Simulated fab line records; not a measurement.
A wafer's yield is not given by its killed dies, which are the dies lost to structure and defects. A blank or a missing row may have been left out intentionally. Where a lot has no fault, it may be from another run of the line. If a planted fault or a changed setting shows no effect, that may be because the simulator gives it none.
Which tool is to blame? -- flow sky130 -- 35 wafers from 12 lots sampled at 3 of the route's 708 steps

## WHAT EACH GAUGE READ, for each wafer
SKY_VIA1_OVL_MEAS_13. Usual: VIA1_OVL gives 0 nm (standard deviation 5.1).
lot,measured,on,VIA1_OVL (nm),flag
L334,day 35 04:07,overlay-02,1 5 6,
L337,day 36 03:31,overlay-01,6 6 4,
L339,day 36 08:34,overlay-01,-2 0 -3,
L338,day 36 19:25,overlay-02,6 8 4,
L340,day 37 10:31,overlay-01,-2 2 3,
L347,day 38 22:46,overlay-01,-7 1 -7,
L344,day 38 23:08,overlay-02,4 6 0,
L345,day 38 23:29,overlay-01,-2 6 2,
L348,day 39 00:07,overlay-02,7 -1 2,
L354,day 40 04:05,overlay-01,1 4,
L355,day 40 15:19,overlay-01,0 -4 2,
L357,day 41 00:13,overlay-02,-10 -1 1,

SKY_METAL2_CD_MEAS_15: target cd 140 nm. Usual: cd-nm 140.1 nm, standard deviation 1.4.
lot,measured,on,cd-nm (nm),flag
L334,day 36 07:36,cd-sem-01,140.2 140.0 137.0,
L337,day 37 06:07,cd-sem-01,142.2 140.3 142.3,
L339,day 37 11:57,cd-sem-01,140.0 140.1 139.1,
L338,day 37 22:12,cd-sem-01,141.0 140.3 140.5,
L340,day 38 13:47,cd-sem-01,141.9 141.3 141.5,
L347,day 40 00:38,cd-sem-02,142.8 141.5 140.1,
L344,day 40 01:02,cd-sem-01,137.9 139.6 140.0,
L345,day 40 01:41,cd-sem-01,140.0 138.0 140.0,
L348,day 40 02:16,cd-sem-02,140.3 138.5 139.6,
L354,day 41 05:31,cd-sem-01,138.0 137.4,
L355,day 41 16:27,cd-sem-02,142.6 141.8 142.2,
L357,day 42 01:36,cd-sem-01,140.2 140.7 140.3,

## WHICH TOOL RAN EACH LOT (tool, then ch and the chambers of the sampled wafers, then the start)
lot,SKY_METAL2_SPUTTER_03
L334,"pvd-sputter-02, day 35 05:35"
L337,"pvd-sputter-04, day 36 04:56"
L339,"pvd-sputter-04, day 36 10:00"
L338,"pvd-sputter-02, day 36 20:56"
L340,"pvd-sputter-02, day 37 12:00"
L347,"pvd-sputter-02, day 39 00:11"
L344,"pvd-sputter-01, day 39 00:32"
L345,"pvd-sputter-02, day 39 00:53"
L348,"pvd-sputter-01, day 39 01:47"
L354,"pvd-sputter-01, day 40 05:36"
L355,"pvd-sputter-02, day 40 16:47"
L357,"pvd-sputter-04, day 41 01:38"
- SKY_METAL2_SPUTTER_03: material Ti, target thk 5 nm, time 3.3 s.

## WHAT THE TOOLS THEMSELVES READ (means of the sampled wafers that have a number; where no wafer has one, the mark that the record gives instead)
SKY_METAL2_SPUTTER_03. Usual: cathode-dc-power-W 3000.0 W, standard deviation 0.54; throttle-valve-pct 30.5 %, standard deviation 0.85.
lot,tool,cathode-dc-power-W (W),throttle-valve-pct (%),flag
L334,pvd-sputter-02,2999.8,31.3,
L337,pvd-sputter-04,2999.3,30.3,
L339,pvd-sputter-04,3000.1,30.2,
L338,pvd-sputter-02,3000.1,30.0,
L340,pvd-sputter-02,3000.0,31.0,
L347,pvd-sputter-02,3000.2,31.3,
L344,pvd-sputter-01,3000.1,29.3,
L345,pvd-sputter-02,3000.0,30.9,
L348,pvd-sputter-01,2999.9,29.7,
L354,pvd-sputter-01,3000.2,28.6,
L355,pvd-sputter-02,3000.5,31.3,
L357,pvd-sputter-04,2999.9,30.4,

## THE ANSWER, worked out from the rows above alone
Rule: a lot is off if the mean of its wafers that have a number lies more than 3 standard deviations from the usual mean. A lot without any number at a reading at which 4 lots or more have one is off too. All remaining lots with rows at the step are treated as sound. First the gauges in route order, then the tools' own readings, where a lot's mean is used as printed above. The first step at which some lot is off is used, and at that step the reading that is off furthest; a lot without a number counts as furthest.
No lot is off on any of the readings shown, so nothing can be concluded from this.

## WHAT THE SIMULATOR HAD PUT IN
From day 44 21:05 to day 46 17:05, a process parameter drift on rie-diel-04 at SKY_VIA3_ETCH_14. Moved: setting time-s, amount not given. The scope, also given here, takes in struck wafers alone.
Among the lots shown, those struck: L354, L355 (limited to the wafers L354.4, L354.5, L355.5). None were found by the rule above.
